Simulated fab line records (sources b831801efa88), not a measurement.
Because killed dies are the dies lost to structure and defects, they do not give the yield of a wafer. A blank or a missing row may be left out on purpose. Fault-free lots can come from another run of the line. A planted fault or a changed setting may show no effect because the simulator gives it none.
Shared-tool check ; flow sky130 ; 36 wafers sampled across 12 lots

## REASON IT WAS OPENED
2 of 12 lots carry a flag on the reading GATE_OXIDE_TW at SKY_GATE_OXIDE_TW_MEAS_14. No-fault wafers: 224.8, standard deviation 1.3.
Rule: a lot is flagged in two cases, either no wafer of it has a number, or all its wafers with numbers fall more than 4 standard deviations from that mean. The rest of the lots are taken to be sound.

lot;measured;on;GATE_OXIDE_TW, wafer by wafer;flag
L982;day 13 18:51;film_metro-04;224.9 222.9 224.2;
L983;day 14 08:05;film_metro-01;224.3 224.9 224.2;
L984;day 14 08:23;film_metro-01;224.0 225.2 225.0;
L987;day 15 11:19;film_metro-01;226.2 225.7 227.4;
L988;day 15 17:31;film_metro-02;223.0 222.3 223.1;
L991;day 16 22:00;film_metro-02;224.0 224.4 224.1;
L992;day 17 07:49;film_metro-01;226.8 227.2 229.3;
L996;day 18 20:28;film_metro-02;211.4 211.2 211.2;FLAGGED
L997;day 19 23:54;film_metro-01;224.9 227.0 225.4;
L998;day 20 04:22;film_metro-01;213.1 212.9 213.3;FLAGGED
L103;day 21 17:14;film_metro-02;223.1 224.2 224.0;
L105;day 21 23:06;film_metro-01;226.1 225.5 227.6;
The mean of the flagged lots' numbers is 212.2, -12.6 from the usual (-10 standard deviations).

## EACH LOT AND THE TOOL IT RAN ON
The record holds 2 process steps before the reading, out of a route of 708 steps. Every cell lists first the tool, next ch and the chambers used by the sampled wafers, and last the start.
lot;flag;SKY_VT_ADJUST_HVTR_STRIP_10;SKY_GATE_OXIDE_IMPLANT_11
L982;;plasma_asher-03 ch 0,1, day 9 11:34;implanter-02 ch 0, day 13 18:30
L983;;plasma_asher-03 ch 0,1, day 9 18:51;implanter-04 ch 0, day 14 07:46
L984;;plasma_asher-03 ch 0,1, day 9 20:58;implanter-01 ch 0, day 14 08:01
L987;;plasma_asher-04 ch 0,1, day 10 23:20;implanter-02 ch 0, day 15 10:58
L988;;plasma_asher-03 ch 0,1, day 11 02:08;implanter-01 ch 0, day 15 17:10
L991;;plasma_asher-04 ch 0,1, day 12 00:38;implanter-04 ch 0, day 16 21:39
L992;;plasma_asher-01 ch 1, day 12 08:31;implanter-02 ch 0, day 17 07:27
L996;FLAGGED;plasma_asher-04 ch 0,1, day 13 18:56;implanter-04 ch 0, day 18 20:07
L997;;plasma_asher-01 ch 0,1, day 14 17:25;implanter-01 ch 0, day 19 23:33
L998;FLAGGED;plasma_asher-03 ch 1, day 14 23:13;implanter-04 ch 0, day 20 04:01
L103;;plasma_asher-04 ch 0,1, day 16 08:47;implanter-01 ch 0, day 21 16:54
L105;;plasma_asher-01 ch 0,1, day 16 15:46;implanter-01 ch 0, day 21 22:44
These steps, and what they do:
- SKY_VT_ADJUST_HVTR_STRIP_10: strips in O2/N2.
- SKY_GATE_OXIDE_IMPLANT_11
- SKY_GATE_OXIDE_TW_MEAS_14

## FLAGGED OVER TOTAL, TOOL BY TOOL (the gauges that took the reading come last)
step;tool;lots run;flagged;share of the flagged lots;sound lots run after its first flagged lot
SKY_VT_ADJUST_HVTR_STRIP_10;plasma_asher-01;3;0;none;-
SKY_VT_ADJUST_HVTR_STRIP_10;plasma_asher-03;5;1;some;0
SKY_VT_ADJUST_HVTR_STRIP_10;plasma_asher-04;4;1;some;1 (L103)
SKY_GATE_OXIDE_IMPLANT_11;implanter-01;5;0;none;-
SKY_GATE_OXIDE_IMPLANT_11;implanter-02;3;0;none;-
SKY_GATE_OXIDE_IMPLANT_11;implanter-04;4;2;all;0
SKY_GATE_OXIDE_TW_MEAS_14;film_metro-01;7;1;some;1 (L105)
SKY_GATE_OXIDE_TW_MEAS_14;film_metro-02;4;1;some;1 (L103)
SKY_GATE_OXIDE_TW_MEAS_14;film_metro-04;1;0;none;-

## THE TABLE: WHAT IT ALLOWS
Rows of the table that ran each flagged lot: 1, that is implanter-04 at SKY_GATE_OXIDE_IMPLANT_11.
- implanter-04 at SKY_GATE_OXIDE_IMPLANT_11 ran 4 lots, 2 of them flagged. It ran its last sound lot, L991, at day 16 21:39 and its first flagged lot, L996, at day 18 20:07: a fault with its onset between the two fits.
One tool is left: implanter-04 at SKY_GATE_OXIDE_IMPLANT_11.

## WHAT THE SIMULATOR HAD INSERTED
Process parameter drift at SKY_GATE_OXIDE_IMPLANT_11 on implanter-04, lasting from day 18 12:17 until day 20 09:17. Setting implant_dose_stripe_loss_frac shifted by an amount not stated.
Struck lots among those shown: L996, L998. The rule above reached the same finding.
